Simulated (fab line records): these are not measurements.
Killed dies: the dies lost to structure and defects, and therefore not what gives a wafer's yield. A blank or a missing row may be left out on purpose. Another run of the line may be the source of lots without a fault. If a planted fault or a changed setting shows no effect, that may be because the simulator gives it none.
Chamber matching    flow sky130    SKY_PASSIVATION_CVD_00 on pecvd-02 has 3 sister chambers
The step deposits SiO2, target thk 90 nm. 14 wafers are shown with their chamber, then 7 later ones without.

WAFERS WITH THEIR CHAMBER
wafer   chamber  heater_power_w (W)
L227.2  2        837
L227.3  0        673
L227.4  0        674
L229.3  1        769
L229.4  2        799
L229.5  0        593
L238.1  2        728
L238.4  0        632
L238.6  1        773
L240.2  0        717
L240.4  2        795
L240.5  1        762
L242.2  0        686
L242.3  2        787

SIGNATURES, as means of the wafers listed above
reading         chamber 0  chamber 1  chamber 2  scatter within a chamber
heater_power_w  662.50     768.00     789.20     37.8
Rule: for each reading, subtract the chamber's mean from the wafer's reading, divide by that reading's scatter and square the result; add these up over the readings and take the root, which gives the wafer's distance from the chamber. The wafer belongs to the nearest chamber; if the next one is less than 2 further off, it can't be placed. The scatter: take each reading less its chamber's mean, square it, sum over the shown wafers, divide by the number of wafers less the number of chambers, and take the root.

WAFERS WITHOUT THEIR CHAMBER
wafer   heater_power_w (W)
L242.6  687
L245.3  751
L245.5  790
L245.6  651
L250.2  608
L250.4  601
L250.6  735

EACH ONE'S CHAMBER
wafer   from the rows above           in truth
L242.6  can't be placed: 0 or 1       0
L245.3  can't be placed: 1 or 2 or 0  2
L245.5  can't be placed: 2 or 1       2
L245.6  0                             0
L250.2  0                             0
L250.4  0                             0
L250.6  can't be placed: 1 or 2 or 0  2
3 of 7 placed correctly. From these rows, 4 cannot be placed; in 4 the true chamber is one of the candidates. Placed wrongly: 0.
